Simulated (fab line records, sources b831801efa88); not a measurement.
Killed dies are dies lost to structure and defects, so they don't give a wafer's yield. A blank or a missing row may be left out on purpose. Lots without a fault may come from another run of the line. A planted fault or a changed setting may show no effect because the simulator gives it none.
Which tool did it? | flow gf180mcu | 13 lots, 39 wafers sampled, at 4 steps of a route of 602

WHAT THE GAUGES READ, wafer by wafer
GF_STI_THK_MEAS_04. Usual: STI_CVD_03_THK 208.2 nm, standard deviation 2.
lot  | measured    | on            | STI_CVD_03_THK (nm) | flag
L483 | day 1 13:49 | film_metro-04 | 207.7 206.5 206.8   |
L484 | day 1 18:43 | film_metro-04 | 204.8 205.5 203.6   |
L485 | day 1 23:35 | film_metro-04 | 206.0 205.7 204.2   |
L486 | day 2 04:34 | film_metro-04 | 208.0 206.4 208.3   |
L487 | day 2 09:44 | film_metro-01 | 210.7 211.5 212.8   |
L488 | day 2 14:34 | film_metro-04 | 207.7 208.6 207.5   |
L489 | day 2 21:17 | film_metro-01 | 208.1 209.6 208.9   |
L490 | day 3 02:22 | film_metro-01 | 210.2 209.2 209.1   |
L498 | day 4 16:34 | film_metro-04 | 207.8 208.3 207.9   |
L499 | day 4 21:37 | film_metro-01 | 210.3 209.4 210.4   |
L501 | day 5 07:39 | film_metro-04 | 204.7 205.2 204.4   |
L503 | day 5 17:34 | film_metro-04 | 206.7 206.2 207.6   |
L506 | day 6 08:41 | film_metro-04 | 207.2 206.5 205.9   |

GF_VT_IMPLANT_TW_MEAS_32. Usual: VT_IMPLANT_3_TW 269.0, standard deviation 1.8.
lot  | measured     | on            | VT_IMPLANT_3_TW   | flag
L483 | day 6 23:02  | film_metro-03 | 269.6 267.3 267.8 |
L484 | day 7 03:27  | film_metro-04 | 273.0 271.1 270.2 |
L485 | day 7 16:39  | film_metro-03 | 268.0 268.7 266.7 |
L486 | day 7 21:35  | film_metro-03 | 268.9 269.1 269.4 |
L487 | day 8 01:41  | film_metro-03 | 268.4 268.2 267.2 |
L488 | day 8 13:14  | film_metro-04 | 271.5 272.0 271.3 |
L489 | day 8 14:08  | film_metro-04 | 271.6 271.0 270.2 |
L490 | day 9 00:26  | film_metro-04 | 270.6 270.2 270.7 |
L498 | day 11 00:51 | film_metro-04 | 145.5 144.8 145.0 | OFF
L499 | day 11 02:40 | film_metro-03 | 144.5 144.1 144.8 | OFF
L501 | day 11 17:26 | film_metro-03 | 269.6 270.2 269.8 |
L503 | day 12 06:35 | film_metro-04 | 269.3 271.5 270.5 |
L506 | day 13 03:41 | film_metro-02 | 266.6 265.0 265.3 |

GF_VT_IMPLANT_RS_MEAS_49: measures by four-point-probe. Usual: MVPSD_RS 1168.4 ohm/sq, standard deviation 3.
lot  | measured     | on            | MVPSD_RS (ohm/sq)    | flag
L483 | day 7 15:22  | film_metro-02 | 1167.7 1165.7 1168.0 |
L484 | day 7 19:59  | film_metro-03 | 1170.5 1167.3 1163.2 |
L485 | day 8 09:32  | film_metro-01 | 1171.5 1170.1 1169.9 |
L486 | day 8 15:00  | film_metro-03 | 1166.7 1172.7 1166.7 |
L487 | day 8 18:28  | film_metro-01 | 1170.2 1165.0 1170.9 |
L488 | day 9 06:20  | film_metro-03 | 1167.9 1168.3 1165.3 |
L489 | day 9 07:15  | film_metro-01 | 1171.6 1171.8 1172.3 |
L490 | day 9 18:14  | film_metro-02 | 1166.2 1168.6 1169.8 |
L498 | day 11 20:34 | film_metro-01 | 1175.0 1170.4 1171.8 |
L499 | day 11 21:30 | film_metro-03 | 1170.5 1169.7 1167.2 |
L501 | day 12 13:04 | film_metro-03 | 1171.0 1175.4 1173.5 |
L503 | day 13 02:44 | film_metro-02 | 1164.3 1166.0 1165.7 |
L506 | day 14 00:01 | film_metro-03 | 1170.9 1168.6 1170.8 |

WHICH TOOL RAN EACH LOT (tool, then ch and the chambers of the sampled wafers, then the start)
lot  | GF_VT_IMPLANT_IMPLANT_30
L483 | implanter-01 ch 0, day 6 22:48
L484 | implanter-01 ch 0, day 7 03:13
L485 | implanter-03 ch 0, day 7 16:26
L486 | implanter-01 ch 0, day 7 21:20
L487 | implanter-01 ch 0, day 8 01:27
L488 | implanter-02 ch 0, day 8 12:59
L489 | implanter-03 ch 0, day 8 13:53
L490 | implanter-03 ch 0, day 9 00:11
L498 | implanter-03 ch 0, day 11 00:37
L499 | implanter-03 ch 0, day 11 02:25
L501 | implanter-01 ch 0, day 11 17:12
L503 | implanter-02 ch 0, day 12 06:21
L506 | implanter-01 ch 0, day 13 03:26
- GF_VT_IMPLANT_IMPLANT_30

WHAT THE TOOLS THEMSELVES READ (means of the sampled wafers that have a number; where no wafer has one, the mark that the record gives instead)
GF_VT_IMPLANT_IMPLANT_30. Usual: dose_ions_cm2 2.5342e+12, standard deviation 2.5e+09; faraday_current_uA 14.29, standard deviation 0.29.
lot  | tool         | dose_ions_cm2 | faraday_current_uA | flag
L483 | implanter-01 | 2.5314e+12    | 14.62              |
L484 | implanter-01 | 2.5303e+12    | 14.50              |
L485 | implanter-03 | 2.5321e+12    | 14.58              |
L486 | implanter-01 | 2.5360e+12    | 14.31              |
L487 | implanter-01 | 2.5344e+12    | 14.36              |
L488 | implanter-02 | 2.5340e+12    | 14.42              |
L489 | implanter-03 | 2.5377e+12    | 14.24              |
L490 | implanter-03 | 2.5372e+12    | 14.04              |
L498 | implanter-03 | 2.7037e+11    | 1.54               | OFF
L499 | implanter-03 | 2.7277e+11    | 1.54               | OFF
L501 | implanter-01 | 2.5325e+12    | 14.35              |
L503 | implanter-02 | 2.5354e+12    | 14.37              |
L506 | implanter-01 | 2.5359e+12    | 14.32              |

THE ANSWER, worked out from the rows above alone
Rule: a lot is off if the mean of its wafers that have a number lies more than 3 standard deviations from the usual mean. A lot without any number at a reading at which 4 lots or more have one is off too. The other lots that the step has rows for count as sound. The gauges are gone through in route order, then the tools' own readings, and for those a lot's mean is taken as printed above. The first step at which some lot is off is used, and at that step the reading that is off furthest; a lot without a number counts as furthest.
Off: L498, L499, at GF_VT_IMPLANT_TW_MEAS_32 (VT_IMPLANT_3_TW).
A tool fits if, at a process step before that reading, it ran every lot that is off, and no sound lot after the first of them. The gauges at GF_VT_IMPLANT_TW_MEAS_32 aren't tried: what is off there is off at GF_VT_IMPLANT_IMPLANT_30 too, on other tools, and a gauge's error can't cause that. One fits: implanter-03 at GF_VT_IMPLANT_IMPLANT_30. Its last sound lot is L490 (day 9 00:11), its first lot that is off L498 (day 11 00:37): a fault that began between those two fits.
The tool's own readings at GF_VT_IMPLANT_IMPLANT_30 bear it out: on the lots that are off they differ by more than 5 times the standard deviation of the sound lots' means. dose_ions_cm2 reads 2.7157e+11 there against 2.5343e+12 on the sound lots; faraday_current_uA reads 1.54 there against 14.37 on the sound lots.

WHAT THE SIMULATOR HAD PUT IN
Process parameter drift: implanter-03, from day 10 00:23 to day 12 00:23, at GF_VT_IMPLANT_IMPLANT_30. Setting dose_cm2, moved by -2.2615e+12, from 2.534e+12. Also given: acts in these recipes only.
Lots struck among those shown: L498, L499. The rule above found the same.
